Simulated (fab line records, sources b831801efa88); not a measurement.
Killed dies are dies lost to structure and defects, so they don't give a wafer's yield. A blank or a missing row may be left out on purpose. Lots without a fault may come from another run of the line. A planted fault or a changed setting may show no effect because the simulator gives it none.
One fault seen from 2 desks | flow gf180mcu | each desk has only its own numbers; what lay behind them comes last

THE TOOL OWNER'S DESK: lpcvd-02
The tool's own readings at GF_POLY_GATE_CVD_00 (deposits poly-Si, target thk 200 nm, time 1200 s): means of the sampled wafers that have a number, for each lot that ran on this tool. A lot is out of limits, marked OUT, if its mean lies more than 4 standard deviations from the usual mean; the brackets give that distance.
Columns: A = spike_tc_bottom_C at GF_POLY_GATE_CVD_00, usual 639.8 C; B = spike_tc_centre_C at GF_POLY_GATE_CVD_00, usual 620.3 C; C = spike_tc_lower_C at GF_POLY_GATE_CVD_00, usual 620.7 C; D = spike_tc_top_C at GF_POLY_GATE_CVD_00, usual 638.9 C; E = spike_tc_upper_C at GF_POLY_GATE_CVD_00, usual 619.8 C; F = susceptor_temp_C at GF_POLY_GATE_CVD_00, usual 620.02 C
lot  | first seen here | A                | B                | C               | D                | E                | F
L316 | day 9 02:14     | 638.9            | 621.5            | 620.9           | 639.7            | 619.1            | 620.04
L317 | day 9 16:04     | 639.5            | 622.0            | 621.2           | 640.1            | 618.4            | 619.77
L319 | day 10 02:04    | 637.2            | 620.9            | 620.2           | 636.4            | 619.1            | 620.08
L323 | day 11 11:11    | 650.7 (+5.5) OUT | 631.7 (+8.7) OUT | 631.9 (+10) OUT | 649.9 (+4.6) OUT | 629.5 (+8.1) OUT | 630.77 (+36) OUT
L325 | day 11 23:19    | 649.8 (+5.0) OUT | 632.6 (+9.5) OUT | 632.1 (+10) OUT | 649.4 (+4.4) OUT | 630.0 (+8.5) OUT | 630.59 (+35) OUT
L334 | day 14 13:00    | 637.2            | 620.6            | 620.4           | 636.1            | 620.0            | 619.74
L335 | day 14 18:10    | 639.6            | 622.2            | 620.5           | 638.5            | 618.1            | 620.02
This desk's finding: out of limits on L323, L325; first on L323, day 11 11:11 (spike_tc_bottom_C at GF_POLY_GATE_CVD_00). In limits: L316, L317, L319, L334, L335.

THE METROLOGY DESK
What the gauges read, lot by lot, whatever tool the lot ran on: means of the sampled wafers that have a number. A lot is out of limits, marked OUT, if its mean lies more than 4 standard deviations from the usual mean; the brackets give that distance.
Columns: A = cd_nm at GF_STI_CD_MEAS_12, usual 219.7 nm; B = DUAL_GATE_OVL at GF_DUAL_GATE_OVL_MEAS_11, usual 0.3 nm; C = POLY_GATE_CVD_00_THK at GF_POLY_GATE_THK_MEAS_01, usual 199.3 nm; D = HV_LDD_02_OVL at GF_HV_LDD_OVL_MEAS_32, usual 0.1 nm
lot  | first seen here | A     | B    | C               | D
L313 | day 2 02:29     | 220.2 | 0.8  | 200.2           | 0.4
L314 | day 2 06:29     | 219.5 | 0.6  | 198.4           | 0.9
L315 | day 2 11:37     | 217.9 | 0.8  | 203.7           | 0.5
L316 | day 2 16:32     | 219.7 | -1.1 | 197.9           | -0.9
L317 | day 2 23:17     | 220.7 | 0.2  | 200.7           | -1.7
L319 | day 3 07:26     | 218.8 | 1.5  | 198.5           | -0.7
L321 | day 3 18:38     | 222.3 | 0.8  | 200.9           | 2.0
L323 | day 4 07:42     | 218.3 | -1.2 | 256.9 (+30) OUT | 0.6
L325 | day 4 15:59     | 219.7 | 2.5  | 251.2 (+27) OUT | 1.2
L331 | day 5 22:02     | 219.5 | -1.2 | 200.1           | 1.8
L333 | day 6 10:29     | 219.7 | 2.3  | 198.6           | -0.6
L334 | day 6 13:31     | 221.8 | -0.9 | 198.3           | -1.7
L335 | day 6 18:43     | 220.0 | 0.2  | 197.1           | 0.0
L336 | day 6 23:39     | 215.1 | -0.4 | 200.4           | 0.9
This desk's finding: out of limits on L323, L325; first on L323, day 11 12:32 (POLY_GATE_CVD_00_THK at GF_POLY_GATE_THK_MEAS_01). In limits: L313, L314, L315, L316, L317, L319, L321, L331, L333, L334, L335, L336.

PUT TOGETHER
The tool owner's desk could have raised an alarm at day 11 11:11, on L323, L325.
The metrology desk could have raised an alarm at day 11 12:32, on L323, L325.
Of the lots named, all ran GF_POLY_GATE_CVD_00 on lpcvd-02.

WHAT THE SIMULATOR HAD PUT IN
Process parameter drift: lpcvd-02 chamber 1, from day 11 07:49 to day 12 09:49, at GF_POLY_GATE_CVD_00. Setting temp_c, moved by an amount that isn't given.
Lots struck among those shown: L323, L325.
Hours from the fault's start to each desk's first reading out of limits: the tool owner's desk, 3; the metrology desk, 5.
